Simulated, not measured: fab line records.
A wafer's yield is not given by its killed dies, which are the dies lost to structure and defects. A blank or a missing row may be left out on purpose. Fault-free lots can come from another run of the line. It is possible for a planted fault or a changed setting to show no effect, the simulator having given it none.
fab line records | flow sky130
record: lots: 6 | wafers: 18 | last_day: 50
route steps=708 shown METAL4@622 PAD_OPEN@708
lots untouched by any fault: they come from a run of this same line in which no faults occurred
start_h: hours from the record's opening day to when the first of the lot's shown wafers began | wait_h: time in hours since the lot's previous step | " same as the row above | L1.1+2: a single row standing in for several wafers | - no value, or no start given | * or withheld: withheld | < > ~ a bound
route shown NAME@n: NAME is a module with steps in the file, n the number in the route of the first one | usual: mean and standard deviation over wafers with no fault | same: alike in all rows | chamber/n: place in a boat | sites: readings site by site | _std_site: how widely they spread, as a standard deviation | _edge_site: inner sites' mean taken away from outer sites' mean | radius_mm: for every site, how far away it sits from the centre of the wafer | mask NAME#n: copy n | behind: the tool/chamber that last shaped the wafer | hold: why the lot went on hold/how many hours it stayed there/how the hold came to an end | device: the transistor (n, p or np) that didn't switch | end of line: the route-end tests of the same wafers | step lacking rows: just its recipe | killed: dies lost to structure and defects at the first sort, not the wafer's yield | map: dies across one wafer; x = killed, . = not, _ = none there
set.NAME: the setting the step ran with; set.NAME@STEP: the setting that earlier step ran with | model.NAME: the simulator's own value behind a step, which no gauge read
a table for each step, a row for each wafer; lots at some steps of the route
services: the hour from which a tool's chamber was out of use, counted from the record's first day as start_h (under 0 if before that day), plus the number of hours and why
== steps ==
step: SKY_METAL4_HMDS_06
recipe: prime_time_s: 60 | prime_temp_c: 120
step: SKY_METAL4_COAT_07
recipe: resist: BARC | temp_c: withheld | time_s: withheld | spin_rpm: 3000 | resist_thk_nm: 60
step: SKY_METAL4_COAT_08
recipe: resist: KrF-thick | spin_rpm: 3000 | resist_thk_nm: 1140
step: SKY_METAL4_SOFTBAKE_09
recipe: temp_c: 100 | time_s: 90 | resist: KrF-thick
step: SKY_METAL4_EXPOSE_10
recipe: mask_id: MM4 | na: 0.68 | source_shape: annular | sigma_inner: 0.4 | sigma_outer: 0.8 | target_cd_nm: 300 | dose_mj: 28
step: SKY_METAL4_PEB_11
recipe: peb_temp_c: withheld | peb_time_s: withheld | resist: KrF-thick
step: SKY_METAL4_DEVELOP_12
recipe: develop_time_s: 60 | resist: KrF-thick | dev_temp_c: 21
step: SKY_METAL4_CD_MEAS_13
recipe: target_cd_nm: 300
usual: cd_nm: 300.0/1.4
lot.wafer | tool      | chamber | start_h | wait_h | cd_nm
L372.1    | cd_sem-01 | -       | 1008.79 | -      | 299.3
L372.3    | "         | -       | "       | "      | 300.4
L372.6    | "         | -       | "       | "      | 298.3
L371.3    | cd_sem-02 | -       | 1009.88 | -      | 298.5
L371.5    | "         | -       | "       | "      | 298.1
L371.6    | "         | -       | "       | "      | 297.9
L376.2    | cd_sem-02 | -       | 1038.12 | -      | 297.5
L376.3    | "         | -       | "       | "      | 298.9
L376.6    | "         | -       | "       | "      | 297.6
L383.1    | cd_sem-02 | -       | 1077.22 | -      | 300.7
L383.4    | "         | -       | "       | "      | 298.7
L383.5    | "         | -       | "       | "      | 302.0
L391.1    | cd_sem-02 | -       | 1137.82 | -      | 300.4
L391.3    | "         | -       | "       | "      | 300.0
L391.5    | "         | -       | "       | "      | 301.6
L390.1    | cd_sem-02 | -       | 1141.06 | -      | 299.6
L390.2    | "         | -       | "       | "      | 298.9
L390.4    | "         | -       | "       | "      | 299.8
step: SKY_METAL4_OVL_MEAS_14
usual: METAL4_OVL: -3/4.9
lot.wafer | tool       | chamber | start_h | wait_h | METAL4_OVL[nm]
L372.1    | overlay-02 | -       | 1008.91 | 0.1    | -2
L372.3    | "          | -       | "       | "      | -2
L372.6    | "          | -       | "       | "      | 4
L371.3    | overlay-01 | -       | 1009.98 | 0.1    | 1
L371.5    | "          | -       | "       | "      | -1
L371.6    | "          | -       | "       | "      | -2
L376.2    | overlay-02 | -       | 1038.22 | 0.1    | -8
L376.3    | "          | -       | "       | "      | -6
L376.6    | "          | -       | "       | "      | -8
L383.1    | overlay-02 | -       | 1077.34 | 0.1    | 9
L383.4    | "          | -       | "       | "      | 4
L383.5    | "          | -       | "       | "      | 0
L391.1    | overlay-02 | -       | 1137.94 | 0.1    | -1
L391.3    | "          | -       | "       | "      | -1
L391.5    | "          | -       | "       | "      | -14
L390.1    | overlay-01 | -       | 1141.18 | 0.1    | -6
L390.2    | "          | -       | "       | "      | 4
L390.4    | "          | -       | "       | "      | -2
step: SKY_METAL4_DESCUM_15
recipe: chemistry: O2 | source_power_w: 150 | bias_power_w: 0 | pressure_mtorr: 10 | temp_c: 40 | time_s: 8
usual: drypump_motor_current_A: 5.8/0.48 | oes_product_au: 0.996/0.0083
same: bias_power_w: 0
lot.wafer | tool         | chamber | start_h | wait_h | drypump_motor_current_A | oes_product_au | rf_hours_counter_h
L372.1    | rie_metal-02 | 0       | 1008.95 | 0.0    | 6.4                     | 1.011          | 8
L372.3    | "            | 1       | "       | "      | 5.8                     | 1.002          | -
L372.6    | "            | 0       | "       | "      | 6.4                     | 1.006          | -
L371.3    | rie_metal-04 | 0       | 1010.01 | 0.0    | 6.0                     | 0.992          | -
L371.5    | "            | 1       | "       | "      | 5.4                     | 0.982          | -
L371.6    | "            | 0       | "       | "      | 6.0                     | 0.992          | -
L376.2    | rie_metal-04 | 0       | 1038.25 | 0.0    | 6.1                     | 1.006          | 6
L376.3    | "            | 1       | "       | "      | 5.4                     | 1.002          | -
L376.6    | "            | 1       | "       | "      | 5.3                     | 0.998          | -
L383.1    | rie_metal-01 | 0       | 1077.38 | 0.0    | 6.1                     | 0.999          | 16
L383.4    | "            | 0       | "       | "      | 6.1                     | 0.998          | -
L383.5    | "            | 1       | "       | "      | 5.1                     | 1.002          | -
L391.1    | rie_metal-02 | 1       | 1137.98 | 0.0    | 5.8                     | 0.992          | 13
L391.3    | "            | 0       | "       | "      | 6.4                     | 0.991          | -
L391.5    | "            | 1       | "       | "      | 5.8                     | 1.003          | -
L390.1    | rie_metal-04 | 0       | 1141.21 | 0.0    | 6.1                     | 0.989          | 14
L390.2    | "            | 1       | "       | "      | 5.4                     | 0.983          | 26
L390.4    | "            | 1       | "       | "      | 5.4                     | 0.985          | -
step: SKY_METAL4_ETCH_16
recipe: chemistry: N2/H2 | target: BARC | ion_energy_ev: 200 | bias_w: 100 | pressure_mtorr: 30 | n2_flow_sccm: 100 | h2_flow_sccm: 200 | icp_w: 500 | stop_on: SiO2 | time_s: 88.2 | target_depth_a: 600
usual: drypump_motor_current_A: 5.8/0.48 | oes_product_au: 0.625/0.0047 | throttle_valve_pct: 13.204/0.0088
lot.wafer | tool         | chamber | start_h | wait_h | drypump_motor_current_A | oes_product_au | rf_hours_counter_h | throttle_valve_pct
L372.1    | rie_metal-02 | 0       | 1008.98 | 0.0    | 6.4                     | 0.628          | 8                  | 13.193
L372.3    | "            | 1       | "       | "      | 5.8                     | 0.621          | -                  | 13.225
L372.6    | "            | 0       | "       | "      | 6.4                     | 0.633          | -                  | 13.219
L371.3    | rie_metal-04 | 0       | 1010.07 | 0.0    | 6.1                     | 0.629          | -                  | 13.194
L371.5    | "            | 1       | "       | "      | 5.4                     | 0.622          | -                  | 13.190
L371.6    | "            | 0       | "       | "      | 6.1                     | 0.623          | -                  | 13.211
L376.2    | rie_metal-04 | 0       | 1038.28 | 0.0    | 6.1                     | 0.622          | 6                  | 13.209
L376.3    | "            | 1       | "       | "      | 5.4                     | 0.620          | -                  | 13.212
L376.6    | "            | 1       | "       | "      | 5.4                     | 0.613          | -                  | 13.203
L383.1    | rie_metal-01 | 0       | 1077.41 | 0.0    | 6.1                     | 0.633          | 16                 | 13.217
L383.4    | "            | 0       | "       | "      | 6.1                     | 0.629          | -                  | 13.203
L383.5    | "            | 1       | "       | "      | 5.1                     | 0.628          | -                  | 13.214
L391.1    | rie_metal-02 | 1       | 1138.01 | 0.0    | 5.8                     | 0.627          | 13                 | 13.203
L391.3    | "            | 0       | "       | "      | 6.4                     | 0.624          | -                  | 13.213
L391.5    | "            | 1       | "       | "      | 5.8                     | 0.628          | -                  | 13.210
L390.1    | rie_metal-04 | 0       | 1141.24 | 0.0    | 6.1                     | 0.627          | 14                 | 13.216
L390.2    | "            | 1       | "       | "      | 5.4                     | 0.615          | 26                 | 13.207
L390.4    | "            | 1       | "       | "      | 5.4                     | 0.624          | -                  | 13.211
step: SKY_METAL4_ETCH_17
recipe: target: SiO2 | stop_on: TiN | chemistry: C4F8/O2/Ar | source_w: 1500 | bias_w: 1200 | pressure_mtorr: 40 | c4f8_flow_sccm: withheld | O2_flow_sccm: 6 | Ar_flow_sccm: 300 | time_s: 3.9 | target_depth_a: 150
usual: oes_product_au: 0.753/0.0068
lot.wafer | tool        | chamber | start_h | wait_h | oes_product_au
L372.1    | rie_diel-04 | 2       | 1009.08 | 0.1    | 0.749
L372.3    | "           | 3       | "       | "      | 0.740
L372.6    | "           | 2       | "       | "      | 0.750
L371.3    | rie_diel-02 | 1       | 1010.13 | 0.0    | 0.746
L371.5    | "           | 0       | "       | "      | 0.755
L371.6    | "           | 1       | "       | "      | 0.753
L376.2    | rie_diel-01 | 2       | 1038.38 | 0.1    | 0.754
L376.3    | "           | 3       | "       | "      | 0.752
L376.6    | "           | 2       | "       | "      | 0.746
L383.1    | rie_diel-04 | 0       | 1077.51 | 0.1    | 0.741
L383.4    | "           | 2       | "       | "      | 0.751
L383.5    | "           | 0       | "       | "      | 0.761
L391.1    | rie_diel-04 | 3       | 1138.11 | 0.1    | 0.753
L391.3    | "           | 0       | "       | "      | 0.753
L391.5    | "           | 1       | "       | "      | 0.759
L390.1    | rie_diel-01 | 2       | 1141.34 | 0.1    | 0.752
L390.2    | "           | 0       | "       | "      | 0.754
L390.4    | "           | 3       | "       | "      | 0.755
step: SKY_METAL4_METAL_ETCH_18
recipe: target_depth_a: 8450 | stop_on: SiO2 | over_etch_frac: 0.3 | time_s: 183.1 | chemistry: Cl2/BCl3 | resist_sidewall_deg: 88 | pressure_mtorr: 10 | icp_w: 900 | bias_w: 48.5 | Cl2_flow_sccm: 60 | bcl3_flow_sccm: 30
usual: bcl3_flow_sccm: 29.99/0.092 | drypump_motor_current_A: 5.7/0.48 | oes_product_au: 0.866/0.0068 | over_etch_frac: 0.3/0 | throttle_valve_pct: 22.264/0.0094
lot.wafer | tool         | chamber | start_h | wait_h | bcl3_flow_sccm | drypump_motor_current_A | oes_product_au | over_etch_frac | rf_hours_counter_h | throttle_valve_pct | model.KrF-thick_of_METAL4_COAT_08.thk_nm | model.METAL4.cd_nm | model.SiO2_of_VIA3_HDPCVD_00.thk_nm
L372.1    | rie_metal-01 | 1       | 1009.10 | 0.0    | 29.85          | 5.1                     | 0.791          | 0.51488        | 11                 | 22.247             | 449.4                                    | 285                | 433.1
L372.3    | "            | 0       | "       | "      | 30.03          | 6.1                     | 0.871          | 0.3            | -                  | 22.267             | 532.4                                    | 298.2              | 433.9
L372.6    | "            | 1       | "       | "      | 29.97          | 5.1                     | 0.799          | 0.51488        | -                  | 22.260             | 445.4                                    | 280.9              | 432.5
L371.3    | rie_metal-02 | 0       | 1010.21 | 0.1    | 29.94          | 6.4                     | 0.864          | 0.3            | -                  | 22.272             | 534.2                                    | 301.6              | 435.3
L371.5    | "            | 1       | "       | "      | 30.19          | 5.8                     | 0.865          | 0.3            | -                  | 22.264             | 530.2                                    | 299                | 436.7
L371.6    | "            | 0       | "       | "      | 30.03          | 6.4                     | 0.865          | 0.3            | -                  | 22.269             | 534.9                                    | 302.7              | 435.7
L376.2    | rie_metal-01 | 1       | 1038.40 | 0.0    | 30.11          | 5.1                     | 0.789          | 0.51488        | 13                 | 22.254             | 449.7                                    | 284.3              | 431.7
L376.3    | "            | 0       | "       | "      | 30.08          | 6.1                     | 0.858          | 0.3            | -                  | 22.272             | 540                                      | 298.8              | 436.2
L376.6    | "            | 1       | "       | "      | 30.15          | 5.1                     | 0.786          | 0.51488        | -                  | 22.260             | 444.6                                    | 284.9              | 431.6
L383.1    | rie_metal-04 | 1       | 1077.53 | 0.0    | 29.87          | 5.4                     | 0.862          | 0.3            | 20                 | 22.265             | 520.6                                    | 301.4              | 435.1
L383.4    | "            | 0       | "       | "      | 30.07          | 6.1                     | 0.873          | 0.3            | -                  | 22.261             | 522.2                                    | 297.1              | 434.9
L383.5    | "            | 1       | "       | "      | 29.78          | 5.4                     | 0.870          | 0.3            | -                  | 22.262             | 522.6                                    | 305.8              | 434.9
L391.1    | rie_metal-01 | 1       | 1138.13 | 0.0    | 30.06          | 5.1                     | 0.854          | 0.3            | 20                 | 22.263             | 530.9                                    | 297.3              | 435.5
L391.3    | "            | 0       | "       | "      | 29.91          | 6.2                     | 0.871          | 0.3            | -                  | 22.270             | 529.9                                    | 297.7              | 436.7
L391.5    | "            | 1       | "       | "      | 29.94          | 5.1                     | 0.873          | 0.3            | -                  | 22.251             | 527.3                                    | 298.7              | 435.4
L390.1    | rie_metal-01 | 0       | 1141.36 | 0.0    | 29.92          | 6.1                     | 0.863          | 0.3            | 21                 | 22.250             | 534.5                                    | 302.8              | 435.8
L390.2    | "            | 1       | "       | "      | 30.02          | 5.1                     | 0.859          | 0.3            | 21                 | 22.259             | 527.6                                    | 295.2              | 436.7
L390.4    | "            | 0       | "       | "      | 30.04          | 6.2                     | 0.862          | 0.3            | -                  | 22.259             | 528                                      | 300.6              | 436.7
step: SKY_METAL4_STRIP_19
recipe: chemistry: O2/N2 | power_w: 1400 | pressure_mtorr: 1500 | platen_temp_c: withheld | o2_flow_sccm: 3000 | n2_flow_sccm: 300 | overash_fraction: 0.5
usual: drypump_motor_current_A: 5.7/0.42 | o2_flow_sccm: 2999/8.4 | oes_product_au: 0.504/0.0056 | strip_time_to_endpoint_s: 6.58/0.069
lot.wafer | tool            | chamber | start_h | wait_h | drypump_motor_current_A | o2_flow_sccm | oes_product_au | rf_hours_counter_h | strip_time_to_endpoint_s
L372.1    | plasma_asher-04 | 0       | 1009.28 | 0.1    | 5.8                     | 2983         | 0.473          | 57                 | 5.75
L372.3    | "               | 0       | "       | "      | 5.8                     | 3004         | 0.507          | -                  | 6.60
L372.6    | "               | 0       | "       | "      | 5.8                     | 3006         | 0.471          | -                  | 5.72
L371.3    | plasma_asher-04 | 0       | 1010.36 | 0.1    | 5.8                     | 3000         | 0.504          | -                  | 6.61
L371.5    | "               | 0       | "       | "      | 5.8                     | 2979         | 0.495          | -                  | 6.56
L371.6    | "               | 1       | "       | "      | 4.9                     | 2993         | 0.504          | -                  | 6.62
L376.2    | plasma_asher-01 | 0       | 1038.58 | 0.1    | 6.2                     | 3003         | 0.476          | 117                | 5.76
L376.3    | "               | 1       | "       | "      | 5.6                     | 2997         | 0.509          | -                  | 6.64
L376.6    | "               | 0       | "       | "      | 6.2                     | 3000         | 0.474          | -                  | 5.70
L383.1    | plasma_asher-01 | 0       | 1077.70 | 0.1    | 6.2                     | 3010         | 0.502          | 1                  | 6.46
L383.4    | "               | 0       | "       | "      | 6.2                     | 3014         | 0.501          | -                  | 6.50
L383.5    | "               | 0       | "       | "      | 6.2                     | 3005         | 0.496          | -                  | 6.48
L391.1    | plasma_asher-02 | 0       | 1138.30 | 0.1    | 5.8                     | 2981         | 0.502          | 103                | 6.57
L391.3    | "               | 1       | "       | "      | 6.1                     | 3000         | 0.511          | -                  | 6.57
L391.5    | "               | 0       | "       | "      | 5.8                     | 2999         | 0.497          | -                  | 6.54
L390.1    | plasma_asher-02 | 1       | 1141.54 | 0.1    | 6.1                     | 2999         | 0.504          | 104                | 6.62
L390.2    | "               | 0       | "       | "      | 5.8                     | 2998         | 0.506          | 104                | 6.54
L390.4    | "               | 0       | "       | "      | 5.8                     | 3009         | 0.500          | -                  | 6.52
step: SKY_METAL4_STRIP_20
recipe: chemistry: post_etch_residue_remover | time_s: 1200 | temp_c: 72.5
step: SKY_PAD_OPEN_PROBE_99
usual: defect_limited_yield: 81.9/1.9 | killed_at_M0_to_M3: 45/7.9 | killed_at_M4_up: 2.9/1.8 | killed_at_contacts: 25/5.5 | killed_at_front_end: 16/4.4 | killed_at_other: 0.3/0.58 | killed_dies: 89/9.4 | killed_open: 49/6.8 | killed_short: 40/6.3 | sort_bin_3_pad_short: 0.9/0.41 | sort_bin_5_function: 10.8/1.5 | sort_bin_6_memory: 6.4/1.2 | sort_n_pass: 403/9.4 | sort_yield_pct: 81.9/1.9
same: gross_dies: 492 | killed_at_back_side: 0 | sort_bin_4_leakage[%]: 0 | sort_bin_8_speed[%]: 0
lot.wafer | tool      | chamber | start_h | wait_h | defect_limited_yield[%] | killed_at_M0_to_M3 | killed_at_M4_up | killed_at_contacts | killed_at_front_end | killed_at_other | killed_dies | killed_open | killed_short | sort_bin_3_pad_short[%] | sort_bin_5_function[%] | sort_bin_6_memory[%] | sort_n_pass | sort_yield_pct[%] | model.etest.met4.width_nm | model.etest.met4.line_ohm_um
L372.1    | prober-02 | -       | 1099.96 | 0.1    | 82.7                    | 40                 | 2               | 17                 | 26                  | 0               | 85          | 44          | 41           | 1.2                     | 12.2                   | 3.9                  | 407         | 82.7              | 283.2                     | 0.152
L372.3    | prober-02 | -       | 1100.06 | 0.2    | 78.0                    | 57                 | 4               | 31                 | 14                  | 2               | 108         | 58          | 48           | 1.0                     | 14.2                   | 6.7                  | 384         | 78.0              | 294.3                     | 0.1463
L372.6    | prober-02 | -       | 1100.21 | 0.2    | 81.1                    | 58                 | 4               | 18                 | 13                  | 0               | 93          | 42          | 51           | 1.2                     | 13.2                   | 4.5                  | 399         | 81.1              | 280.9                     | 0.1518
L371.3    | prober-01 | -       | 1101.46 | 0.2    | 85.2                    | 42                 | 1               | 19                 | 11                  | 0               | 73          | 40          | 33           | 1.2                     | 8.7                    | 4.9                  | 419         | 85.2              | 297.2                     | 0.1438
L371.5    | prober-01 | -       | 1101.56 | 0.2    | 85.2                    | 40                 | 1               | 22                 | 10                  | 0               | 73          | 39          | 34           | 0.8                     | 8.1                    | 5.9                  | 419         | 85.2              | 298                       | 0.1427
L371.6    | prober-01 | -       | 1101.61 | 0.2    | 80.7                    | 48                 | 4               | 24                 | 18                  | 1               | 95          | 58          | 37           | 0.4                     | 12.2                   | 6.7                  | 397         | 80.7              | 302.3                     | 0.1394
L376.2    | prober-02 | -       | 1125.18 | 0.1    | 80.9                    | 33                 | 2               | 38                 | 21                  | 0               | 94          | 52          | 42           | 1.2                     | 10.4                   | 7.5                  | 398         | 80.9              | 284.8                     | 0.1529
L376.3    | prober-02 | -       | 1125.23 | 0.2    | 78.7                    | 45                 | 5               | 40                 | 15                  | 0               | 105         | 58          | 46           | 0.8                     | 11.8                   | 8.7                  | 387         | 78.7              | 300.2                     | 0.1457
L376.6    | prober-02 | -       | 1125.38 | 0.2    | 81.9                    | 40                 | 3               | 35                 | 11                  | 0               | 89          | 43          | 44           | 1.6                     | 9.6                    | 6.9                  | 403         | 81.9              | 284.3                     | 0.1547
L383.1    | prober-01 | -       | 1159.01 | 0.1    | 80.3                    | 47                 | 3               | 30                 | 16                  | 1               | 97          | 52          | 44           | 1.2                     | 11.2                   | 7.3                  | 395         | 80.3              | 302.2                     | 0.1404
L383.4    | prober-01 | -       | 1159.16 | 0.2    | 81.9                    | 45                 | 3               | 20                 | 21                  | 0               | 89          | 42          | 46           | 1.0                     | 11.8                   | 5.3                  | 403         | 81.9              | 297.6                     | 0.1423
L383.5    | prober-01 | -       | 1159.21 | 0.2    | 84.1                    | 38                 | 3               | 24                 | 13                  | 0               | 78          | 37          | 41           | 1.0                     | 9.3                    | 5.5                  | 414         | 84.1              | 307.2                     | 0.1388
L391.1    | prober-01 | -       | 1209.52 | 0.1    | 81.7                    | 39                 | 3               | 30                 | 18                  | 0               | 90          | 47          | 43           | 0                       | 12.8                   | 5.5                  | 402         | 81.7              | 293.2                     | 0.1453
L391.3    | prober-01 | -       | 1209.62 | 0.2    | 81.5                    | 46                 | 4               | 29                 | 12                  | 0               | 91          | 47          | 44           | 1.0                     | 12.0                   | 5.5                  | 401         | 81.5              | 295.8                     | 0.1432
L391.5    | prober-01 | -       | 1209.72 | 0.2    | 81.7                    | 53                 | 3               | 22                 | 12                  | 0               | 90          | 45          | 45           | 0.8                     | 11.8                   | 5.7                  | 402         | 81.7              | 299.4                     | 0.1428
L390.1    | prober-02 | -       | 1210.83 | 0.1    | 82.9                    | 39                 | 1               | 25                 | 19                  | 0               | 84          | 46          | 38           | 0.6                     | 11.6                   | 4.9                  | 408         | 82.9              | 303.8                     | 0.1416
L390.2    | prober-02 | -       | 1210.88 | 0.1    | 81.5                    | 41                 | 3               | 37                 | 10                  | 0               | 91          | 48          | 43           | 0.4                     | 10.8                   | 7.3                  | 401         | 81.5              | 291.3                     | 0.1467
L390.4    | prober-02 | -       | 1210.98 | 0.2    | 79.1                    | 56                 | 2               | 26                 | 19                  | 0               | 103         | 63          | 39           | 1.0                     | 11.0                   | 8.9                  | 389         | 79.1              | 302.2                     | 0.1414
killed by level:class
L372.1 VIA2:geometric_particle:open=10 POLY_GATE:geometric_particle:short=6 POLY_GATE:geometric_particle:open=6 CONTACT:geometric_particle:open=6 METAL1:geometric_particle:short=6 VIA3:geometric_particle:open=5 METAL2:geometric_particle:short=5 SPACER:geometric_particle:open=4
L372.3 VIA1:geometric_particle:open=16 CONTACT:geometric_particle:open=13 METAL2:geometric_particle:short=8 LI_CONTACT:geometric_particle:open=7 LOCAL_INTERCONNECT:geometric_particle:short=6 VIA2:geometric_particle:open=6 VIA3:geometric_particle:open=6 VIA1:geometric_particle:short=6
L372.6 VIA1:geometric_particle:open=12 VIA2:geometric_particle:open=10 METAL2:geometric_particle:short=8 LOCAL_INTERCONNECT:geometric_particle:short=7 CONTACT:geometric_particle:open=6 VIA1:geometric_particle:short=6 METAL1:geometric_particle:short=5 VIA2:geometric_particle:short=5
L371.3 CONTACT:geometric_particle:open=9 METAL1:geometric_particle:short=8 VIA1:geometric_particle:open=8 VIA3:geometric_particle:open=6 METAL3:geometric_particle:short=5 LI_CONTACT:geometric_particle:open=5 METAL2:geometric_particle:short=4 FIELD_ISO:geometric_particle:short=3
L371.5 LOCAL_INTERCONNECT:geometric_particle:short=8 VIA1:geometric_particle:open=8 CONTACT:geometric_particle:open=7 VIA3:geometric_particle:open=7 METAL1:geometric_particle:short=6 VIA2:geometric_particle:open=6 LI_CONTACT:geometric_particle:open=4 METAL2:geometric_particle:short=4
L371.6 VIA2:geometric_particle:open=14 CONTACT:geometric_particle:open=11 LI_CONTACT:geometric_particle:open=8 VIA1:geometric_particle:open=8 VIA3:geometric_particle:open=7 METAL2:geometric_particle:short=6 VIA1:geometric_particle:short=5 FIELD_ISO:geometric_particle:open=4
L376.2 CONTACT:geometric_particle:open=11 LI_CONTACT:geometric_particle:open=10 LOCAL_INTERCONNECT:geometric_particle:short=8 VIA1:geometric_particle:open=8 CONTACT:geometric_particle:short=6 VIA3:geometric_particle:open=6 FIELD_ISO:geometric_particle:short=5 METAL2:geometric_particle:short=5
L376.3 VIA1:geometric_particle:open=16 LI_CONTACT:geometric_particle:open=11 CONTACT:geometric_particle:short=10 CONTACT:geometric_particle:open=9 LOCAL_INTERCONNECT:geometric_particle:short=6 VIA3:geometric_particle:open=6 METAL2:geometric_particle:short=5 LI_CONTACT:geometric_particle:short=4
L376.6 CONTACT:geometric_particle:open=11 CONTACT:geometric_particle:short=10 LI_CONTACT:geometric_particle:open=9 METAL2:geometric_particle:short=9 VIA2:geometric_particle:open=6 VIA1:geometric_particle:open=5 VIA3:geometric_particle:open=5 FIELD_ISO:geometric_particle:short=4
L383.1 VIA1:geometric_particle:open=13 CONTACT:geometric_particle:open=12 LI_CONTACT:geometric_particle:open=9 VIA3:geometric_particle:open=7 METAL2:geometric_particle:short=6 VIA3:geometric_particle:short=6 CONTACT:geometric_particle:short=5 VIA1:geometric_particle:short=5
L383.4 VIA3:geometric_particle:open=9 VIA1:geometric_particle:open=8 CONTACT:geometric_particle:open=8 VIA1:geometric_particle:short=7 CONTACT:geometric_particle:short=6 FIELD_ISO:geometric_particle:short=5 POLY_GATE:geometric_particle:short=5 METAL1:geometric_particle:short=4
L383.5 CONTACT:geometric_particle:open=13 VIA1:geometric_particle:short=7 VIA1:geometric_particle:open=7 CONTACT:geometric_particle:short=6 METAL1:geometric_particle:short=5 POLY_GATE:geometric_particle:open=4 LOCAL_INTERCONNECT:geometric_particle:short=4 METAL2:geometric_particle:short=4
L391.1 VIA1:geometric_particle:open=15 CONTACT:geometric_particle:open=8 POLY_GATE:geometric_particle:short=7 LI_CONTACT:geometric_particle:open=6 CONTACT:geometric_particle:short=6 LOCAL_INTERCONNECT:geometric_particle:short=5 METAL1:geometric_particle:short=5 LI_CONTACT:geometric_particle:short=4
L391.3 CONTACT:geometric_particle:open=9 VIA3:geometric_particle:open=8 LI_CONTACT:geometric_particle:open=7 METAL2:geometric_particle:short=7 FIELD_ISO:geometric_particle:short=6 VIA1:geometric_particle:open=5 LOCAL_INTERCONNECT:geometric_particle:open=4 LOCAL_INTERCONNECT:geometric_particle:short=4
L391.5 VIA1:geometric_particle:open=10 VIA2:geometric_particle:short=7 VIA2:geometric_particle:open=7 LOCAL_INTERCONNECT:geometric_particle:short=6 METAL3:geometric_particle:short=6 LI_CONTACT:geometric_particle:open=5 CONTACT:geometric_particle:open=5 VIA1:geometric_particle:short=5
L390.1 FIELD_ISO:geometric_particle:open=10 CONTACT:geometric_particle:open=8 METAL1:geometric_particle:short=7 LI_CONTACT:geometric_particle:open=6 VIA2:geometric_particle:open=6 VIA1:geometric_particle:open=6 FIELD_ISO:geometric_particle:short=5 CONTACT:geometric_particle:short=5
L390.2 VIA1:geometric_particle:open=14 CONTACT:geometric_particle:open=12 LOCAL_INTERCONNECT:geometric_particle:short=9 LI_CONTACT:geometric_particle:short=6 LI_CONTACT:geometric_particle:open=6 METAL1:geometric_particle:short=5 VIA3:geometric_particle:short=5 VIA3:geometric_particle:open=5
L390.4 VIA1:geometric_particle:open=21 LI_CONTACT:geometric_particle:open=10 VIA3:geometric_particle:open=7 CONTACT:geometric_particle:open=7 CONTACT:geometric_particle:short=5 FIELD_ISO:geometric_particle:short=4 FIELD_ISO:geometric_particle:open=4 POLY_GATE:geometric_particle:short=4
== services ==
tool            | chamber | start_h | hours | kind
rie_diel-02     | 1       | 986.29  | 13.4  | repair
rie_metal-02    | 0       | 989.59  | 11.3  | repair
rie_diel-02     | 3       | 998.06  | 46.5  | repair
plasma_asher-02 | -       | 1004.51 | 6.5   | repair
rie_diel-01     | 2       | 1009.53 | 18.0  | repair
rie_diel-04     | 0       | 1009.69 | 4.9   | repair
plasma_asher-01 | -       | 1014.94 | 0.6   | repair
rie_metal-02    | 0       | 1027.28 | 14.8  | repair
plasma_asher-01 | -       | 1033.46 | 2.8   | pm
rie_diel-01     | 1       | 1033.77 | 5.8   | repair
plasma_asher-01 | -       | 1040.23 | 4.3   | pm
rie_metal-04    | -       | 1046.06 | 2.8   | pm
rie_diel-04     | 2       | 1052.84 | 2.4   | repair
plasma_asher-01 | -       | 1055.25 | 9.0   | pm
plasma_asher-01 | 0       | 1055.25 | 9.0   | vent_cycle
plasma_asher-01 | 1       | 1055.25 | 9.0   | vent_cycle
rie_diel-04     | -       | 1061.96 | 0.6   | repair
plasma_asher-01 | 0       | 1064.25 | -     | clean
plasma_asher-01 | 1       | 1064.25 | -     | clean
rie_metal-04    | -       | 1064.67 | 0.1   | repair
rie_metal-02    | -       | 1069.62 | 14.6  | pm
rie_diel-02     | 1       | 1076.30 | 5.8   | repair
rie_diel-01     | 3       | 1096.01 | 2.4   | repair
== key ==
first_sign: step: SKY_METAL4_METAL_ETCH_18 | reading: over_etch_frac | direction: up | sigmas: 99+ | usual: 0.3 | struck: 0.51488
effect: step: SKY_METAL4_METAL_ETCH_18 | reading: oes_product_au | direction: down | sigmas: 11 | usual: 0.866 | struck: 0.792
effect: step: SKY_METAL4_STRIP_19 | reading: strip_time_to_endpoint_s | direction: down | sigmas: 12 | usual: * | struck: *
model_effect: step: SKY_METAL4_METAL_ETCH_18 | value: KrF-thick_of_METAL4_COAT_08.thk_nm | without: 536.5 | struck: 447.3
model_effect: step: SKY_PAD_OPEN_PROBE_99 | value: etest.met4.width_nm | without: 293.2 | struck: 283.3
met_at SKY_METAL4_METAL_ETCH_18
struck_wafers L372.1,L372.6,L376.2,L376.6
fault: kind: process_parameter_drift | tool: rie_metal-01 | chamber: 1 | onset_h: 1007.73 | steps: SKY_METAL4_METAL_ETCH_18 | channel: over_etch_frac | offset: 0.21488 | shape: step | end_h: 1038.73 | acts_in: these_recipes_only | stated: 0.3
